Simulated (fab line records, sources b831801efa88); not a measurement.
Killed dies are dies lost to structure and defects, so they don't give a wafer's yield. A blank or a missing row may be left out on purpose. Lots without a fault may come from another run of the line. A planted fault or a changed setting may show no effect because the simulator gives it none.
fab line records | flow sky130
record lots=10 wafers=30 last_day=50
route steps=708 shown CONTACT@424 VIA1@478 METAL2@483
lots that met no fault: from a run of the same line without faults
start_h: hours from the record's first day to the start of the lot's first wafer shown | wait_h: hours since the lot's step before | " the same as in the row above | L1.1+2: a row that stands for several wafers | - no value, or no start given | * or withheld: withheld | < > ~ a bound
route shown NAME@n: a module of which the file shows steps, and the number in the route of the first | usual: mean/standard deviation of fault-free wafers | same: alike in all rows | chamber/n: place in a boat | sites: the reading at each site | _std_site: their standard deviation | _edge_site: outer sites' mean less inner sites' | radius_mm: how far each site lies from the wafer's centre | mask NAME#n: copy n | behind: the tool/chamber that last shaped the wafer | hold: why the lot was held/for how many hours/how that ended | device: the transistor (n, p or np) that didn't switch | end of line: the same wafers' tests at the end of the route | a step without rows: its recipe alone | killed: dies lost to structure and defects at the first sort, not the wafer's yield | map: a wafer's dies, x killed, . not, _ none there
set.NAME: the setting as run; set.NAME@STEP: as run at that earlier step | model.NAME: the simulator's own value behind a step, which no gauge read
steps of the route over a sample of lots; a table a step, a row a wafer
services: from which hour (start_h, from the record's first day; less than 0 if before it) a tool's chamber was out of use, for how many hours, and why
## steps
# step SKY_CONTACT_ETCH_18
# recipe target=Si3N4 chemistry=CHF3/O2 stop_on=TiN source_w=600 bias_w=200 pressure_mtorr=40 chf3_flow_sccm=50 O2_flow_sccm=5 time_s=39 target_depth_a=750
# usual drypump_motor_current_A=5.8/0.38 oes_product_au=0.856/0.0075 throttle_valve_pct=8.795/0.011
# columns lot.wafer tool chamber start_h wait_h drypump_motor_current_A oes_product_au rf_hours_counter_h throttle_valve_pct
L133.2 rie_diel-01 2 - - 5.6 0.855 5 8.796
L133.3 " 3 " " 6.4 0.844 12 8.794
L133.5 " 1 " " 6.0 0.848 - 8.800
L134.1 rie_diel-04 3 - - 6.0 0.847 15 8.789
L134.4 " 0 " " 5.7 0.865 23 8.788
L134.6 " 0 " " 5.6 0.854 - 8.805
L135.1 rie_diel-03 0 - - 5.0 0.849 9 8.799
L135.2 " 2 " " 5.8 0.843 17 8.796
L135.3 " 1 " " 6.1 0.850 7 8.785
L136.3 rie_diel-04 0 - - 5.7 0.855 23 8.767
L136.5 " 0 " " 5.7 0.864 - 8.784
L136.6 " 3 " " 6.0 0.860 - 8.800
L137.2 rie_diel-01 2 - - 5.6 0.850 6 8.790
L137.3 " 1 " " 6.0 0.865 12 8.799
L137.5 " 1 " " 6.0 0.863 - 8.814
L139.2 rie_diel-01 0 - - 5.8 0.854 26 8.789
L139.3 " 3 " " 6.4 0.853 14 8.789
L139.4 " 2 " " 5.6 0.870 6 8.793
L148.2 rie_diel-04 3 - - 6.0 0.847 19 8.799
L148.3 " 2 " " 5.4 0.857 13 8.799
L148.4 " 0 " " 5.7 0.859 25 8.796
L151.1 rie_diel-03 3 - - 6.0 0.852 3 8.791
L151.2 " 2 " " 5.7 0.857 19 8.783
L151.3 " 1 " " 6.1 0.849 11 8.793
L153.3 rie_diel-04 1 - - 5.2 0.862 8 8.792
L153.4 " 3 " " 6.0 0.855 19 8.798
L153.5 " 1 " " 5.2 0.863 - 8.789
L154.1 rie_diel-01 0 - - 5.8 0.837 0 8.795
L154.3 " 3 " " 6.4 0.864 18 8.817
L154.4 " 1 " " 6.0 0.856 16 8.805
# step SKY_VIA1_SPUTTER_20
# recipe material=TiN target_thk_nm=20 chamber_pressure_pa=5 power_w=4000 time_s=80
# usual cathode_dc_power_W=4000.0/0.76 throttle_valve_pct=29.9/1.2
# columns lot.wafer tool chamber start_h wait_h cathode_dc_power_W throttle_valve_pct
L133.2 pvd_sputter-01 - 782.06 0.0 4000.5 30.3
L133.3 " - " " 4000.1 29.8
L133.5 " - " " 3999.5 29.6
L134.1 pvd_sputter-02 - 802.00 0.0 4000.3 30.7
L134.4 " - " " 3998.9 29.0
L134.6 " - " " 3999.0 30.9
L135.1 pvd_sputter-04 - 804.47 0.0 3999.3 28.7
L135.2 " - " " 4001.3 31.3
L135.3 " - " " 4001.8 27.9
L136.3 pvd_sputter-04 - 827.42 0.0 3999.1 31.3
L136.5 " - " " 4000.0 31.3
L136.6 " - " " 4000.5 28.3
L137.2 pvd_sputter-02 - 831.32 0.0 3999.9 30.3
L137.3 " - " " 4000.7 28.7
L137.5 " - " " 4000.9 28.6
L139.2 pvd_sputter-01 - 849.97 0.0 3999.3 28.0
L139.3 " - " " 4000.5 30.5
L139.4 " - " " 3999.3 30.9
L148.2 pvd_sputter-01 - 909.62 0.0 3998.1 30.0
L148.3 " - " " 4001.6 30.4
L148.4 " - " " 3999.0 31.0
L151.1 pvd_sputter-02 - 921.67 0.0 3998.0 31.1
L151.2 " - " " 4000.6 30.9
L151.3 " - " " 3999.4 30.4
L153.3 pvd_sputter-02 - 942.60 0.0 4000.2 31.2
L153.4 " - " " 4000.2 29.0
L153.5 " - " " 3998.7 31.1
L154.1 pvd_sputter-04 - 949.07 0.0 4000.6 28.7
L154.3 " - " " 3998.6 31.4
L154.4 " - " " 4000.3 31.6
# step SKY_VIA1_CVD_21
# recipe material=W target_thk_nm=270 time_s=80.902 temp_c=400 pressure_torr=40
# usual heater_power_outer_w=494/23 heater_power_w=816/56
# columns lot.wafer tool chamber start_h wait_h heater_power_outer_w heater_power_w
L133.2 cvd_w-02 1 782.13 0.0 478 805
L133.3 " 0 " " 536 890
L133.5 " 0 " " 525 921
L134.1 cvd_w-02 0 802.06 0.0 513 925
L134.4 " 0 " " 534 919
L134.6 " 0 " " 519 891
L135.1 cvd_w-01 1 804.53 0.0 495 779
L135.2 " 0 " " 478 761
L135.3 " 0 " " 472 749
L136.3 cvd_w-02 1 827.51 0.1 493 809
L136.5 " 0 " " 513 897
L136.6 " 1 " " 481 795
L137.2 cvd_w-01 0 831.38 0.0 464 759
L137.3 " 0 " " 471 778
L137.5 " 1 " " 501 773
L139.2 cvd_w-02 0 850.03 0.0 520 905
L139.3 " 1 " " 484 804
L139.4 " 0 " " 519 896
L148.2 cvd_w-01 0 909.69 0.0 470 775
L148.3 " 1 " " 509 756
L148.4 " 0 " " 477 774
L151.1 cvd_w-02 0 921.73 0.0 516 876
L151.2 " 1 " " 466 798
L151.3 " 0 " " 510 905
L153.3 cvd_w-02 0 942.69 0.1 494 883
L153.4 " 1 " " 475 789
L153.5 " 0 " " 518 890
L154.1 cvd_w-02 0 949.13 0.0 500 868
L154.3 " 0 " " 524 890
L154.4 " 1 " " 475 794
# step SKY_VIA1_RS_MEAS_22
# recipe thk_meas_gauge=four-point-probe reads=W_of_VIA1_CVD_21+TiN_of_VIA1_SPUTTER_20
# usual VIA1_W_RS=0.427/0.0044
# columns lot.wafer tool chamber start_h wait_h VIA1_W_RS[ohm/sq]
L133.2 film_metro-03 - 782.24 0.1 0.428
L133.3 " - " " 0.423
L133.5 " - " " 0.429
L134.1 film_metro-03 - 802.25 0.2 0.430
L134.4 " - " " 0.429
L134.6 " - " " 0.430
L135.1 film_metro-03 - 804.63 0.1 0.422
L135.2 " - " " 0.432
L135.3 " - " " 0.429
L136.3 film_metro-02 - 827.61 0.1 0.421
L136.5 " - " " 0.427
L136.6 " - " " 0.422
L137.2 film_metro-02 - 831.49 0.1 0.429
L137.3 " - " " 0.431
L137.5 " - " " 0.421
L139.2 film_metro-02 - 850.14 0.1 0.423
L139.3 " - " " 0.418
L139.4 " - " " 0.421
L148.2 film_metro-03 - 909.80 0.1 0.422
L148.3 " - " " 0.609
L148.4 " - " " 0.423
L151.1 film_metro-01 - 921.82 0.1 0.428
L151.2 " - " " 0.430
L151.3 " - " " 0.423
L153.3 film_metro-01 - 942.79 0.1 0.435
L153.4 " - " " 0.433
L153.5 " - " " 0.434
L154.1 film_metro-01 - 949.23 0.1 0.430
L154.3 " - " " 0.434
L154.4 " - " " 0.428
# step SKY_VIA1_THK_MEAS_23
# recipe thk_meas_gauge=xrf reads=W_of_VIA1_CVD_21
# usual VIA1_W_THK=273/3.5
# columns lot.wafer tool chamber start_h wait_h VIA1_W_THK[nm]
L133.2 film_metro-03 - 782.35 0.1 273
L133.3 " - " " 276
L133.5 " - " " 273
L134.1 film_metro-03 - 802.37 0.1 273
L134.4 " - " " 273
L134.6 " - " " 271
L135.1 film_metro-03 - 804.75 0.1 277
L135.2 " - " " 271
L135.3 " - " " 272
L136.3 film_metro-02 - 827.71 0.1 278
L136.5 " - " " 272
L136.6 " - " " 276
L137.2 film_metro-02 - 831.60 0.1 270
L137.3 " - " " 271
L137.5 " - " " 277
L139.2 film_metro-02 - 850.25 0.1 279
L139.3 " - " " 280
L139.4 " - " " 278
L148.2 film_metro-03 - 909.91 0.1 275
L148.3 " - " " 193
L148.4 " - " " 276
L151.1 film_metro-01 - 921.94 0.1 272
L151.2 " - " " 270
L151.3 " - " " 275
L153.3 film_metro-01 - 942.89 0.1 268
L153.4 " - " " 268
L153.5 " - " " 269
L154.1 film_metro-01 - 949.35 0.1 268
L154.3 " - " " 268
L154.4 " - " " 270
# step SKY_VIA1_CMP_24
# recipe stop_on=SiO2 t_overpolish_s=15 down_force_psi=3.5 platen_rpm=60 target_thk_nm=0 pad_velocity_m_s=0.94248
# usual motor_current_A=11.4/1.1 slurry_filter_dp_kPa=13.48/0.13 time_to_endpoint_s=63/3.1
# columns lot.wafer tool chamber start_h wait_h motor_current_A slurry_filter_dp_kPa time_to_endpoint_s
L133.2 cmp-01 2 782.40 0.0 12.2 13.59 72
L133.3 " 1 " " 12.5 13.35 67
L133.5 " 2 " " 12.1 13.52 68
L134.4 cmp-02 0 802.48 0.1 10.4 13.36 64
L134.1 " 2 " " 11.0 13.50 69
L134.6 " 0 " " 10.3 13.60 61
L135.2 cmp-02 0 804.81 0.0 10.0 13.39 63
L135.3 " 2 " " 10.6 13.67 64
L135.1 " 3 " " 12.6 13.44 62
L136.3 cmp-01 3 827.81 0.1 12.4 13.61 64
L136.6 " 2 " " 12.8 13.39 66
L136.5 " 3 " " 12.0 13.49 65
L137.2 cmp-02 0 831.65 0.0 10.0 13.46 60
L137.3 " 3 " " 11.9 13.23 59
L137.5 " 1 " " 9.5 13.45 61
L139.3 cmp-02 3 850.30 0.0 11.9 13.41 62
L139.2 " 0 " " 10.4 13.20 62
L139.4 " 1 " " 9.3 13.20 63
L148.4 cmp-01 3 910.22 0.3 12.3 13.69 69
L148.2 " 0 " " 11.9 13.67 63
L148.3 " 1 " " 11.4 13.44 45
L151.2 cmp-02 2 922.00 0.0 11.2 13.62 61
L151.1 " 3 " " 12.7 13.47 61
L151.3 " 0 " " 10.7 13.61 62
L153.4 cmp-02 2 942.98 0.1 11.3 13.58 64
L153.3 " 0 " " 9.7 13.38 61
L153.5 " 1 " " 9.7 13.42 61
L154.3 cmp-01 2 949.46 0.1 13.2 13.68 62
L154.4 " 3 " " 13.4 13.64 65
L154.1 " 0 " " 11.3 13.57 57
# step SKY_METAL2_SPUTTER_00
# recipe material=Ti target_thk_nm=15 power_w=3000 time_s=10 chamber_pressure_pa=0.4
# usual cathode_dc_power_W=3000.0/0.6 throttle_valve_pct=29.9/1.2
# columns lot.wafer tool chamber start_h wait_h cathode_dc_power_W throttle_valve_pct
L133.2 pvd_sputter-04 - 782.70 0.2 3001.1 31.7
L133.3 " - " " 3000.7 28.2
L133.5 " - " " 2999.4 31.8
L134.1 pvd_sputter-03 - 802.73 0.1 2999.7 28.5
L134.4 " - " " 3000.6 31.0
L134.6 " - " " 2999.6 31.5
L135.1 pvd_sputter-01 - 805.11 0.1 2999.6 28.1
L135.2 " - " " 2999.1 30.3
L135.3 " - " " 2999.0 29.6
L136.3 pvd_sputter-03 - 828.06 0.2 2999.2 30.7
L136.5 " - " " 3000.4 30.5
L136.6 " - " " 2999.2 29.7
L137.2 pvd_sputter-01 - 831.95 0.2 2998.9 30.5
L137.3 " - " " 3000.3 28.0
L137.5 " - " " 2999.1 29.4
L139.2 pvd_sputter-03 - 850.60 0.2 2999.4 29.9
L139.3 " - " " 2999.9 30.8
L139.4 " - " " 2999.3 28.5
L148.2 pvd_sputter-04 - 910.47 0.1 3000.0 31.4
L148.3 " - " " 3000.4 28.7
L148.4 " - " " 3001.2 28.5
L151.1 pvd_sputter-04 - 922.30 0.2 3000.6 31.1
L151.2 " - " " 3000.0 28.4
L151.3 " - " " 2999.8 31.1
L153.3 pvd_sputter-03 - 943.23 0.1 3000.0 30.0
L153.4 " - " " 2999.9 30.7
L153.5 " - " " 2999.6 30.0
L154.1 pvd_sputter-04 - 949.71 0.1 2999.9 31.5
L154.3 " - " " 2999.3 28.4
L154.4 " - " " 2999.9 28.6
## services
# columns tool chamber start_h hours kind
pvd_sputter-03 - 706.45 8.1 repair
cmp-01 - 711.22 4.5 pm
pvd_sputter-02 - 729.85 3.8 repair
rie_diel-04 - 734.91 1.2 repair
cmp-02 - 744.19 4.0 pm
pvd_sputter-01 - 789.80 9.3 repair
cvd_w-02 1 801.05 2.5 repair
rie_diel-04 0 815.97 15.1 repair
rie_diel-04 - 822.53 2.8 repair
cmp-02 - 826.83 1.9 repair
pvd_sputter-03 - 830.58 4.7 repair
pvd_sputter-01 - 836.60 7.2 repair
rie_diel-04 3 844.48 1.9 repair
cmp-02 - 856.16 11.8 repair
cmp-02 - 867.97 5.5 pm
pvd_sputter-02 - 883.96 8.4 repair
pvd_sputter-03 - 889.65 2.6 repair
cvd_w-02 - 904.00 14.0 pm
cmp-01 - 912.15 4.0 pm
pvd_sputter-03 - 919.19 7.1 repair
rie_diel-04 3 926.03 1.3 repair
cmp-02 - 937.50 2.1 repair
rie_diel-04 - 939.02 0.7 repair
pvd_sputter-03 - 941.96 1.0 repair
## key
first_sign step=SKY_VIA1_RS_MEAS_22 reading=VIA1_W_RS direction=up sigmas=41 usual=0.427 struck=0.609
effect step=SKY_VIA1_THK_MEAS_23 reading=VIA1_W_THK direction=down sigmas=23 usual=273 struck=193
effect step=SKY_VIA1_CMP_24 reading=time_to_endpoint_s direction=down sigmas=5.8 usual=* struck=*
met_at SKY_VIA1_CVD_21
struck_lots L148
struck_wafers L148.3
not_acting_at SKY_CONTACT_ETCH_18,SKY_VIA1_SPUTTER_20,SKY_METAL2_SPUTTER_00
onset_between 831.38 909.69
fault kind=process_parameter_drift tool=cvd_w-01 chamber=- onset_h=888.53 steps=SKY_VIA1_CVD_21 channel=target_thk_nm offset=-78.522 shape=step end_h=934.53 scope=struck_wafers_only acts_in=these_recipes_only stated=270
